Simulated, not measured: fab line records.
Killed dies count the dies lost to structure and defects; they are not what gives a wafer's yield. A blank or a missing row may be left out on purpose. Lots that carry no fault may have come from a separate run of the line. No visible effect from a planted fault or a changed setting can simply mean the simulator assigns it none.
Struck lot and sound lot, side by side | flow sky130 | 43 steps out of a route of 708
Sound: the wafers L357.2, L357.3, L357.6. Struck: wafer L372.2. (L372.1, L372.4 of the same lot were not struck and are left out.) The cause comes at the end.
Per side, at each step with rows, come the tool, then ch with its chambers, and then its first start. Under that, the readings that differ: sound wafers | struck wafers | difference of the means | sigmas: that difference in standard deviations of wafers without a fault.
alike: a reading whose means differ by less than 2 such deviations, as well as words and numbers matching on both sides. not compared: withheld readings; readings where some wafer has no value; bounds like >300 that might hide an equal value; numbers whose values overlap and for which the record gives no deviation.
A row with sigmas, a row that says differs or no value, or rows on one side alone: a step with any of these is where the two part. Numbers that don't overlap but have no deviation are shown without sigmas and don't part them. Lack of a reading on every wafer of one side parts them only where that side has two or more wafers.

first, 7 steps without rows for these wafers: SKY_POLY_GATE_HMDS_06 (prime time 60 s); SKY_POLY_GATE_COAT_07 (resist thk 110 nm); SKY_POLY_GATE_COAT_08 (resist thk 450 nm); SKY_POLY_GATE_SOFTBAKE_09 (time 90 s); SKY_POLY_GATE_EXPOSE_10 (exposes mask P1M, target cd 150 nm); SKY_POLY_GATE_PEB_11; SKY_POLY_GATE_DEVELOP_12 (develop time 60 s).
SKY_POLY_GATE_CD_MEAS_13 targets a cd of 150 nm.
  struck on cd_sem-02, day 22 17:04; sound on cd_sem-02, day 17 10:13
  alike: cd_nm
SKY_POLY_GATE_OVL_MEAS_14:
  struck on overlay-01, day 22 17:11; sound on overlay-02, day 17 10:20
  alike: POLY_GATE_OVL
SKY_POLY_GATE_ETCH_15: etches BARC in N2/H2, stops on SiO2, time 118.5 s, target depth 110 nm.
  sound on rie_diel-03 ch 1,2, day 17 10:22; struck on rie_diel-02 ch 0, day 22 17:14
  reading             | sound             | struck | difference | sigmas
  n2_flow_sccm (sccm) | 100.3 100.2 100.3 | 99.5   | -0.8       | -2
  alike: drypump_motor_current_A, oes_product_au, throttle_valve_pct
  not compared: rf_hours_counter_h
SKY_POLY_GATE_ETCH_16: etches Si3N4 in CH3F/O2, stops on poly-Si, time 147.5 s, target depth 75 nm.
  sound on rie_diel-03 ch 1,2, day 17 10:26; struck on rie_diel-02 ch 0, day 22 17:19
  alike: ch3f_flow_sccm, drypump_motor_current_A, oes_product_au, throttle_valve_pct
  not compared: rf_hours_counter_h
SKY_POLY_GATE_ETCH_17: etches poly-Si in HBr/Cl2, stops on SiO2, target depth 180 nm, time 70.5 s.
  sound on rie_si-02 ch 0,1,2, day 17 10:32; struck on rie_si-01 ch 0, day 22 17:25
  reading               | sound             | struck | difference | sigmas
  oes_product_au (a.u.) | 0.991 0.985 0.976 | 0.965  | -0.019     | -3
  alike: HBr_flow_sccm, drypump_motor_current_A, mfc_cl2_sccm, throttle_valve_pct
  not compared: rf_hours_counter_h
SKY_POLY_GATE_STRIP_18: strips in O2/N2.
  sound on plasma_asher-02 ch 0,1, day 17 10:35; struck on plasma_asher-03 ch 0, day 22 17:28
  alike: drypump_motor_current_A, n2_flow_sccm, oes_product_au, strip_time_to_endpoint_s
  not compared: rf_hours_counter_h
then, 2 steps without rows for these wafers: SKY_POLY_GATE_CLEAN_19 (cleans in SC1/SC2, time 150 s); SKY_POLY_GATE_OXIDATION_20 (stabilise 600 s, purge 300 s, target thk 4 nm).
SKY_POLY_GATE_THK_MEAS_21:
  struck on film_metro-01, day 22 19:17; sound on film_metro-03, day 17 12:00
  alike: POLY_GATE_OXIDATION_THK
SKY_POLY_GATE_CD_MEAS_22:
  struck on cd_sem-02, day 22 19:21; sound on cd_sem-01, day 17 12:05
  alike: cd_nm
then, 7 steps without rows for these wafers: SKY_LDD_N_DEHYDRATE_00 (time 60 s); SKY_LDD_N_HMDS_01 (prime time 60 s); SKY_LDD_N_COAT_02 (resist thk 300 nm); SKY_LDD_N_SOFTBAKE_03 (time 60 s); SKY_LDD_N_EXPOSE_04 (exposes mask NTM, target cd 840 nm); SKY_LDD_N_PEB_05; SKY_LDD_N_DEVELOP_06 (develop time 60 s).
SKY_LDD_N_OVL_MEAS_07:
  struck on overlay-02, day 24 01:22; sound on overlay-01, day 18 18:29
  alike: LDD_N_OVL
then, 8 steps without rows for these wafers: SKY_LDD_N_IMPLANT_08; SKY_LDD_N_IMPLANT_09; SKY_LDD_N_IMPLANT_10; SKY_LDD_N_IMPLANT_11; SKY_LDD_N_IMPLANT_12; SKY_LDD_N_IMPLANT_13; SKY_LDD_N_IMPLANT_14; SKY_LDD_N_IMPLANT_15.
SKY_LDD_N_STRIP_16: strips in O2/N2.
  sound on plasma_asher-03 ch 0,1, day 18 19:43; struck on plasma_asher-02 ch 0, day 24 02:37
  alike: drypump_motor_current_A, n2_flow_sccm, oes_product_au, strip_time_to_endpoint_s
  not compared: rf_hours_counter_h
SKY_LDD_N_TW_MEAS_17:
  struck on film_metro-03, day 24 02:43; sound on film_metro-01, day 18 19:49
  alike: LDD_N_TW
then, 7 steps without rows for these wafers: SKY_LDD_P_DEHYDRATE_00 (time 60 s); SKY_LDD_P_HMDS_01 (prime time 60 s); SKY_LDD_P_COAT_02 (resist thk 1140 nm); SKY_LDD_P_SOFTBAKE_03 (time 60 s); SKY_LDD_P_EXPOSE_04 (exposes mask PSDM, target cd 380 nm); SKY_LDD_P_PEB_05; SKY_LDD_P_DEVELOP_06 (develop time 61.64 s).
-- a jump in the record: the struck wafers' starts before and after are 26 days apart (it breaks off in module LDD_P and resumes in module PAD_OPEN, where the first step shown is number 708 of the route) --
SKY_PAD_OPEN_PROBE_99:
  struck on prober-01, day 49 16:59; sound on prober-02, day 46 16:42
  reading             | sound    | struck | difference | sigmas
  killed_at_front_end | 16 16 17 | 51     | +35        | +8
  killed_dies         | 92 93 91 | 121    | +29        | +3
  killed_on_rim       | 16 17 16 | 27     | +11        | +3
  alike: killed_at_M0_to_M3, killed_at_M4_up, killed_at_contacts, killed_at_other, killed_open, killed_short

## WHERE THEY PART
Last at SKY_PAD_OPEN_PROBE_99 as far as this record goes, first at SKY_POLY_GATE_ETCH_15.

WHY: whatever the simulator had introduced
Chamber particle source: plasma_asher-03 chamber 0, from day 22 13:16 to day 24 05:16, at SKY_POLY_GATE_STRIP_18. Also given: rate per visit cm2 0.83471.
